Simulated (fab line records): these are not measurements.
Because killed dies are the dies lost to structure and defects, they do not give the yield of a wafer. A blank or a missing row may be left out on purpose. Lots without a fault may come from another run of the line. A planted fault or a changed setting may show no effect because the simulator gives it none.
Chamber matching	flow gf180mcu	GF_V2_CMP_26 on cmp-01: 4 sister chambers
The step polishes, stops on SiO2, t overpolish 15 s, target thk 0 nm. 4 wafers are shown with their chamber, then 11 later ones without.

## EACH WAFER AND ITS CHAMBER
wafer	chamber	motor-current-A (A)
L082.2	2	12.9
L090.3	1	11.4
L090.5	3	13.3
L092.1	0	11.3

## WAFERS WITH NO CHAMBER GIVEN
wafer	motor-current-A (A)
L092.4	12.6
L092.5	12.0
L094.1	13.0
L094.3	13.1
L094.6	13.8
L095.1	13.1
L095.2	11.1
L095.4	10.7
L096.2	12.8
L096.3	11.3
L096.4	11.2

## WHICH CHAMBER EACH ONE RAN IN
wafer	from the rows above	in truth
L092.4	can't be placed: 2 or 3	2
L092.5	can't be placed: 1 or 0 or 2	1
L094.1	can't be placed: 2 or 3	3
L094.3	can't be placed: 2 or 3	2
L094.6	can't be placed: 3 or 2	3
L095.1	can't be placed: 2 or 3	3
L095.2	can't be placed: 0 or 1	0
L095.4	can't be placed: 0 or 1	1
L096.2	can't be placed: 2 or 3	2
L096.3	can't be placed: 0 or 1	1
L096.4	can't be placed: 0 or 1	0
Correct placement for 0 of the 11. From these rows, 11 cannot be placed; in 11 the true chamber is one of the candidates. Number placed wrongly: 0.
How it was worked out, from the rows above alone: a wafer's distance from a chamber is the root of the sum, over the readings, of the square of ((its reading less the chamber's mean) divided by the reading's scatter). If the next closest chamber is less than 2 further off than the closest, the wafer can't be placed; otherwise it belongs to the closest. The mean given for a chamber averages the wafers shown for that chamber. The scatter: root of mean squared gap, hidden wafer to nearest shown wafer, with one shown wafer a chamber.
